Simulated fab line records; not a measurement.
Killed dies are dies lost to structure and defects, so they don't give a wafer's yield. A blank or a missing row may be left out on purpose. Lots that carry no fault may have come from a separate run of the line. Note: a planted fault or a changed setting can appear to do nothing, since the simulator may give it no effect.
Problem report, 8D (eight disciplines) form, completed by code | flow sky130 | the parts of the form that need people (team, actions taken, sign-off) are left out

## 1. WHAT IS WRONG
run length s at SKY_GATE_OXIDE_WET_ETCH_12 reads a mean of 198 s on 6 wafers of 2 lots; wafers without a fault read 366 s with a standard deviation of 3.8. Measured from the usual mean, that is -44 standard deviations.
The step: etches SiO2 in dHF, target depth 16.8 nm, time 336 s.
First seen on wafer L395.2, day 16 16:15, on wet bench-04. The record holds 42 wafers of 14 lots with a number at this step. Rule for "out", or "out of limits": more than 4 standard deviations from the usual mean. All remaining wafers that have a number are taken as sound.

## 2. WHAT IT IS, WHAT IT ISN'T
question                    | is                     | is not
which readings at this step | run length s           | -
which lots                  | L395, L397             | L387, L390, L391, L396, L399, L401, L404, L405, L406, L407, L408, L410
which wafers of those lots  | all that have a number | -
read on which tools         | wet bench-04           | wet bench-02, wet bench-03
when                        | from day 16 16:15      | up to then (9 sound wafers); but 27 sound wafers of L396, L399, L401, L404, L405, L406, L407, L408, L410 came after

## 3. SUSPECTS, AND WHAT RULES EACH OUT
Counting: a tool at a process step up to the reading stays a suspect if it ran every lot that is out and no sound lot after the first of them.
- wet bench-04 at SKY_GATE_OXIDE_WET_ETCH_12 (etches SiO2 in dHF, target depth 16.8 nm, time 336 s): ruled out as a lasting fault. After its first lot that is out, L395 (day 16 16:15), sound lots L406 ran on it.
Left after counting: nothing in the record.

## 4. THE CAUSE (what the simulator had put in)
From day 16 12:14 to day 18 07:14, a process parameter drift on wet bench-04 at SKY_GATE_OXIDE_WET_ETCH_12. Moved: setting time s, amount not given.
Counting ruled it out, wrongly.

## 5. THE EFFECT CHAIN, in route order
Each row: a reading whose mean over the struck wafers that have a number lies more than 3 standard deviations from the usual. Scope: only readings with a usual standard deviation given in the record; hours: median across lots of the time from each lot's start at the first step in this table that gives one to its start at this step; sigmas: change in usual standard deviations.
hours | step                       | reading             | usual | on struck wafers | change | sigmas
0     | SKY_GATE_OXIDE_WET_ETCH_12 | run length s        | 366 s | 198              | -168   | -44
751   | SKY_PAD_OPEN_PROBE_99      | killed at front end | 14    | 423              | +409   | +97
751   | SKY_PAD_OPEN_PROBE_99      | killed dies         | 84    | 492              | +408   | +43
751   | SKY_PAD_OPEN_PROBE_99      | killed on rim       | 16    | 96               | +80    | +24
It contains these process steps:
- SKY_GATE_OXIDE_WET_ETCH_12: etches SiO2 in dHF, target depth 16.8 nm, time 336 s.
- SKY_PAD_OPEN_PROBE_99

## 6. WHAT WOULD HAVE CAUGHT IT SOONER
4 hours passed between the start of the fault at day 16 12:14 and the first reading out of limits in this record, taken at day 16 16:15.
